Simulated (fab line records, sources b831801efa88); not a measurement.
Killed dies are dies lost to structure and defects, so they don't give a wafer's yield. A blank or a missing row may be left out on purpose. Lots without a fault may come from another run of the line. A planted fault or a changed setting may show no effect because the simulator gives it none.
Which tool did it? | flow sky130 | 13 lots, 39 wafers sampled, at 3 steps of a route of 708

WHAT THE GAUGES READ, wafer by wafer
SKY_VT_ADJUST_HVTP_TW_MEAS_11. Usual: VT_ADJUST_HVTP_TW 1367, standard deviation 6.
lot  | measured     | on            | VT_ADJUST_HVTP_TW | flag
L411 | day 6 21:18  | film_metro-03 | 1363 1364 1365    |
L412 | day 6 22:54  | film_metro-04 | 1367 1372 1362    |
L413 | day 7 04:43  | film_metro-04 | 1378 1378 1368    |
L415 | day 7 20:51  | film_metro-02 | 1376 1369 1370    |
L418 | day 8 09:08  | film_metro-04 | 1356 1362 1361    |
L417 | day 8 10:08  | film_metro-04 | 1358 1359 1363    |
L419 | day 8 13:49  | film_metro-03 | 1369 1368 1363    |
L424 | day 9 23:42  | film_metro-04 | 1373 1369 1366    |
L428 | day 11 02:24 | film_metro-03 | 1362 1365 1353    |
L429 | day 11 07:53 | film_metro-03 | 1367 1363 1363    |
L431 | day 11 23:01 | film_metro-04 | 1369 1372 1369    |
L432 | day 12 10:30 | film_metro-02 | 1365 1369 1371    |
L433 | day 12 17:33 | film_metro-03 | 1374 1371 1373    |

SKY_VT_ADJUST_HVTR_OVL_MEAS_08. Usual: VT_ADJUST_HVTR_OVL -0.5 nm, standard deviation 1.2.
lot  | measured     | on         | VT_ADJUST_HVTR_OVL (nm) | flag
L411 | day 10 12:10 | overlay-01 | -0.6 -2.0 -0.8          |
L412 | day 10 14:31 | overlay-01 | -2.7 -1.0 -1.4          |
L413 | day 10 19:18 | overlay-02 | -2.0 -2.1 1.1           |
L415 | day 11 15:00 | overlay-02 | 1.7 -0.7 1.3            |
L418 | day 12 06:51 | overlay-01 | -1.8 -0.8 -0.5          |
L417 | day 12 07:52 | overlay-01 | -0.9 -0.3 -1.0          |
L419 | day 12 10:30 | overlay-01 | -1.1 0.7 -0.2           |
L424 | day 14 03:31 | overlay-02 | -0.2 -0.4 -1.6          |
L428 | day 15 08:59 | overlay-02 | -1.0 -0.5 -0.8          |
L429 | day 15 16:13 | overlay-02 | 1.3 1.6 1.0             |
L431 | day 16 08:31 | overlay-02 | -0.1 -0.9 -0.3          |
L432 | day 16 21:29 | overlay-01 | 2.0 -0.7 0.7            |
L433 | day 17 05:01 | overlay-02 | -0.3 -1.3 -1.4          |

WHICH TOOL RAN EACH LOT (tool, then ch and the chambers of the sampled wafers, then the start)
lot  | SKY_VT_ADJUST_NCORE_STRIP_10
L411 | plasma_asher-03 ch 1, day 9 13:43
L412 | plasma_asher-02 ch 0,1, day 9 15:09
L413 | plasma_asher-03 ch 0,1, day 9 20:01
L415 | plasma_asher-02 ch 0,1, day 10 15:27
L418 | plasma_asher-03 ch 0,1, day 11 05:36
L417 | plasma_asher-04 ch 0,1, day 11 06:35
L419 | plasma_asher-04 ch 0,1, day 11 09:06
L424 | plasma_asher-04 ch 1, day 13 01:18
L428 | plasma_asher-02 ch 0,1, day 14 07:03
L429 | plasma_asher-02 ch 0,1, day 14 13:40
L431 | plasma_asher-04 ch 0,1, day 15 04:20
L432 | plasma_asher-02 ch 0,1, day 15 16:48
L433 | plasma_asher-02 ch 0,1, day 16 00:26
- SKY_VT_ADJUST_NCORE_STRIP_10: strips in O2/N2.

WHAT THE TOOLS THEMSELVES READ (means of the sampled wafers that have a number; where no wafer has one, the mark that the record gives instead)
SKY_VT_ADJUST_NCORE_STRIP_10. Usual: chamber_pressure_mTorr 1500.0 mTorr, standard deviation 1.4; drypump_motor_current_A 5.6 A, standard deviation 0.35; oes_product_au 0.716 a.u., standard deviation 0.0044; strip_time_to_endpoint_s 14.20 s, standard deviation 0.04.
lot  | tool            | chamber_pressure_mTorr (mTorr) | drypump_motor_current_A (A) | oes_product_au (a.u.) | strip_time_to_endpoint_s (s) | flag
L411 | plasma_asher-03 | 1500.0                         | 6.4                         | 0.712                 | 14.23                        |
L412 | plasma_asher-02 | 1500.4                         | 5.4                         | 0.713                 | 14.18                        |
L413 | plasma_asher-03 | 1500.6                         | 5.7                         | 0.715                 | 14.23                        |
L415 | plasma_asher-02 | 1500.1                         | 5.4                         | 0.715                 | 14.22                        |
L418 | plasma_asher-03 | 1499.6                         | 6.0                         | 0.717                 | 14.20                        |
L417 | plasma_asher-04 | 1500.9                         | 5.6                         | 0.713                 | 14.20                        |
L419 | plasma_asher-04 | 1499.1                         | 5.6                         | 0.716                 | 14.17                        |
L424 | plasma_asher-04 | 1499.5                         | 5.6                         | 0.715                 | 14.21                        |
L428 | plasma_asher-02 | 1499.6                         | 5.5                         | 0.716                 | 14.14                        |
L429 | plasma_asher-02 | 1499.7                         | 5.4                         | 0.712                 | 14.26                        |
L431 | plasma_asher-04 | 1501.9                         | 5.6                         | 0.720                 | 14.24                        |
L432 | plasma_asher-02 | 1498.7                         | 5.5                         | 0.716                 | 14.13                        |
L433 | plasma_asher-02 | 1500.9                         | 5.4                         | 0.715                 | 14.25                        |

THE ANSWER, worked out from the rows above alone
Rule: a lot is off if the mean of its wafers that have a number lies more than 3 standard deviations from the usual mean. A lot without any number at a reading at which 4 lots or more have one is off too. The other lots that the step has rows for count as sound. The gauges are gone through in route order, then the tools' own readings, and for those a lot's mean is taken as printed above. The first step at which some lot is off is used, and at that step the reading that is off furthest; a lot without a number counts as furthest.
No lot is off at any reading shown: from this, nothing can be told.

WHAT THE SIMULATOR HAD PUT IN
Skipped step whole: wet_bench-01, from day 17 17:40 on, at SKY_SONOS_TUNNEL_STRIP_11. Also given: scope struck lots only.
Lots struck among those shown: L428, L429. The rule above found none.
